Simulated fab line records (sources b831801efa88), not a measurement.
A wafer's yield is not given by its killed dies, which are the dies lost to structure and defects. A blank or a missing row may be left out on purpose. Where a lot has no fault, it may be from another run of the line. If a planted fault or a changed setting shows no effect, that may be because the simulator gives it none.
Struck lot and sound lot, side by side    flow gf180mcu    24 out of 602 route steps
Sound: wafers L759.1, L759.3, L759.5. Wafers struck: L747.1, L747.3, L747.6. The cause is named last.
At each step with rows: each side's tool, then ch and its chambers, then its first start. Under that, the readings that differ: sound wafers    struck wafers    difference of the means    sigmas: that difference in standard deviations of wafers without a fault.
alike: words and numbers the same on both sides, and readings whose means are apart by under 2 such deviations; not compared: readings that were withheld, readings missing a value for some wafer, numbers with overlapping values and no deviation given by the record, and bounds like >300 which may hide the same value.
A row with sigmas, a row that says differs or no value, or rows on one side alone: a step with any of these is where the two part. When numbers do not overlap yet have no deviation, they are printed without sigmas and do not part them. A reading that every wafer of one side lacks parts them only if that side has two wafers or more.

GF_V4_RS_MEAS_24: the measuring method here is four-point-probe.
  sound on filmMetro-03, day 30 16:26; struck on filmMetro-04, day 26 10:44
  alike: V4_W_RS
GF_V4_THK_MEAS_25: measures by xrf.
  sound on filmMetro-03, day 30 16:34; struck on filmMetro-04, day 26 10:52
reading        sound        struck       difference  sigmas
V4_W_THK (nm)  360 355 361  350 347 348  -10         -2
then, 2 steps without rows for these wafers: GF_V4_CMP_26 (polishes, stops on SiO2, t overpolish 15 s, target thk 0 nm); GF_MIM_SPUTTER_00 (material Ti, target thk 37.5 nm, time 150 s).
GF_MIM_SPUTTER_01: material TiN, target thk 30 nm, time 25 s.
  sound on pvdSputter-01, day 30 17:01; struck on pvdSputter-03, day 26 11:20
  alike: cathodeDcPowerW, chamberPressurePa, throttleValvePct
GF_MIM_SPUTTER_02: material AlCu, target thk 450 nm, time 23.9 s.
  sound on pvdSputter-01, day 30 17:03; struck on pvdSputter-03, day 26 11:22
  alike: cathodeDcPowerW, chamberPressurePa, throttleValvePct
GF_MIM_SPUTTER_03: material Ti, target thk 10 nm, time 6.7 s.
  sound on pvdSputter-01, day 30 17:05; struck on pvdSputter-03, day 26 11:23
  alike: cathodeDcPowerW, chamberPressurePa, throttleValvePct
GF_MIM_SPUTTER_04: material TiN, target thk 50 nm, time 41.7 s.
  sound on pvdSputter-01, day 30 17:06; struck on pvdSputter-03, day 26 11:25
  alike: cathodeDcPowerW, chamberPressurePa, throttleValvePct
then, 1 step without rows for these wafers: GF_MIM_CVD_05 (deposits Si3N4, target thk 42 nm, time 29.086 s).
GF_MIM_THK_MEAS_06:
  sound on filmMetro-03, day 30 17:11; struck on filmMetro-04, day 26 11:29
  alike: MIM_CVD_05_THK
then, 1 step without rows for these wafers: GF_MIM_SPUTTER_07 (material TiN, target thk 60 nm, time 50 s).
GF_MIM_SPUTTER_08: material AlCu, target thk 200 nm, time 10.6 s.
  sound on pvdSputter-02, day 30 17:17; struck on pvdSputter-01, day 26 11:35
  alike: cathodeDcPowerW, chamberPressurePa, throttleValvePct
GF_MIM_SPUTTER_09: material TiN, target thk 35 nm, time 29.2 s.
  sound on pvdSputter-02, day 30 17:19; struck on pvdSputter-01, day 26 11:37
  no value came back on the struck wafers for cathodeDcPowerW (W), chamberPressurePa (Pa), throttleValvePct (%); on the sound wafers cathodeDcPowerW (W) reads 6499.5 6498.5 6500.9
GF_MIM_RS_MEAS_10: the measuring method here is four-point-probe.
  sound on filmMetro-02, day 30 17:21; struck on filmMetro-04, day 26 11:43
reading               sound                 struck                difference  sigmas
MIM_ALCU_RS (ohm/sq)  0.1598 0.1587 0.1593  0.1632 0.1630 0.1623  +0.0036     +2
GF_MIM_THK_MEAS_11: measures by xrf.
  sound on filmMetro-02, day 30 17:28; struck on filmMetro-04, day 26 11:50
reading            sound              struck             difference  sigmas
MIM_ALCU_THK (nm)  200.7 201.8 201.3  211.9 212.3 213.1  +11.2       +6
then, 7 steps without rows for these wafers: GF_MIM_DEHYDRATE_12 (time 60 s); GF_MIM_HMDS_13 (prime time 60 s); GF_MIM_COAT_14 (resist thk 1000 nm); GF_MIM_SOFTBAKE_15 (time 60 s); GF_MIM_EXPOSE_16 (exposes mask FuseTop, target cd 2000 nm); GF_MIM_PEB_17; GF_MIM_DEVELOP_18 (develop time 60 s).
GF_MIM_METAL_ETCH_19: etches the open film in Cl2/BCl3, stops on Si3N4, target depth 324.5 nm, time 54.1 s.
  sound on rieMetal-03 ch 0,1, day 31 11:06; struck on rieMetal-01 ch 0,1, day 27 07:54
reading                   sound                 struck                difference  sigmas
drypumpMotorCurrentA (A)  6.21 5.83 6.19        5.65 5.66 5.46        -0.49       -2
oesProductAu (a.u.)       0.937 0.932 0.946     0.999 0.990 0.992     +0.055      +10
throttleValvePct (%)      28.262 28.273 28.278  28.223 28.240 28.220  -0.043      -4
  not compared: rfHoursCounterH
then, 1 step without rows for these wafers: GF_MIM_STRIP_20 (strips in O2/N2).

WHERE THEY PART
First at GF_V4_THK_MEAS_25; last, within this record, at GF_MIM_METAL_ETCH_19.

WHY: whatever the simulator had introduced
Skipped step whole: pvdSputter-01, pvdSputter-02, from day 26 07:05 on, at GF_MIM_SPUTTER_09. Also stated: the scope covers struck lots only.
